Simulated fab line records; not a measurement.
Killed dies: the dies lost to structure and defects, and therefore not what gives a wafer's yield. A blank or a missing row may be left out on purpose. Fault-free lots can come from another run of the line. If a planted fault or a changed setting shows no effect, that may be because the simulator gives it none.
Check for tools in common	flow gf180mcu	Sampled: 11 lots, 33 wafers

## WHAT PROMPTED THE OPENING
GF_HV_LDD_THK_MEAS_57, reading HV_LDD_CVD_56_THK: flagged on 2 of 11 lots. Wafers without a fault read 90.1 nm, standard deviation 0.7.
Rule: a lot gets a flag if all its wafers with a number sit over 4 standard deviations from that mean, or if no wafer of it has a number. The rest of the lots are taken to be sound.

lot	measured	on	HV_LDD_CVD_56_THK (nm), wafer by wafer	flag
L979	day 13 09:35	film-metro-03	90.7 89.9 90.3	
L980	day 13 19:59	film-metro-04	90.2 89.8 90.9	
L983	day 14 20:49	film-metro-04	89.5 90.7 89.8	
L986	day 15 18:40	film-metro-01	90.5 89.9 89.5	
L988	day 16 07:20	film-metro-03	90.5 90.7 90.2	
L990	day 17 06:20	film-metro-03	114.4 114.9 114.4	FLAGGED
L991	day 17 11:38	film-metro-01	115.4 115.6 115.5	FLAGGED
L992	day 17 17:05	film-metro-03	89.8 90.7 89.7	
L997	day 19 17:04	film-metro-01	90.0 89.1 89.4	
L998	day 20 03:38	film-metro-04	89.1 88.8 88.6	
L999	day 20 05:53	film-metro-04	90.9 90.9 90.9	
The mean of the flagged lots' numbers is 115.0 nm, +24.9 nm from the usual (+36 standard deviations).

## WHICH TOOL RAN EACH LOT
The record keeps 1 process step preceding the reading, out of 602 steps on the route. Each cell gives the tool, then ch followed by the chambers the sampled wafers passed through, then the start.
lot	flag	GF_HV_LDD_CVD_56
L979		lpcvd-01 ch 1, day 13 08:10
L980		lpcvd-02 ch 0, day 13 18:33
L983		lpcvd-01 ch 0, day 14 19:15
L986		lpcvd-02 ch 0, day 15 17:15
L988		lpcvd-01 ch 0, day 16 05:54
L990	FLAGGED	lpcvd-02 ch 1, day 17 04:55
L991	FLAGGED	lpcvd-02 ch 1, day 17 10:11
L992		lpcvd-01 ch 0, day 17 15:40
L997		lpcvd-01 ch 0, day 19 14:55
L998		lpcvd-01 ch 0, day 20 02:12
L999		lpcvd-01 ch 1, day 20 04:26
What these steps do:
- GF_HV_LDD_CVD_56: deposits Si3N4 from DCS/NH3, target thk 90 nm, time 1543 s.
- GF_HV_LDD_THK_MEAS_57

## FLAGGED OVER TOTAL, TOOL BY TOOL (the gauges that took the reading come last)
step	tool	lots run	flagged	share of the flagged lots	sound lots run after its first flagged lot
GF_HV_LDD_CVD_56	lpcvd-01	7	0	none	-
GF_HV_LDD_CVD_56	lpcvd-02	4	2	all	0
GF_HV_LDD_THK_MEAS_57	film-metro-01	3	1	some	1 (L997)
GF_HV_LDD_THK_MEAS_57	film-metro-03	4	1	some	1 (L992)
GF_HV_LDD_THK_MEAS_57	film-metro-04	4	0	none	-

## WHAT THE TABLE ALLOWS
Rows of the table that ran each flagged lot: 1, that is lpcvd-02 at GF_HV_LDD_CVD_56.
- lpcvd-02 at GF_HV_LDD_CVD_56: 2 of its 4 lots flagged. It ran its last sound lot, L986, at day 15 17:15 and its first flagged lot, L990, at day 17 04:55: a fault with its onset between the two fits.
What remains is a single tool, lpcvd-02 at GF_HV_LDD_CVD_56.

## WHAT HAD BEEN PUT IN BY THE SIMULATOR
lpcvd-02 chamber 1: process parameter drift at GF_HV_LDD_CVD_56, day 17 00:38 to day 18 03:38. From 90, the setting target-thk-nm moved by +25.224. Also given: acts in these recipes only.
Shown lots that were struck: L990, L991. Same finding as the rule above.
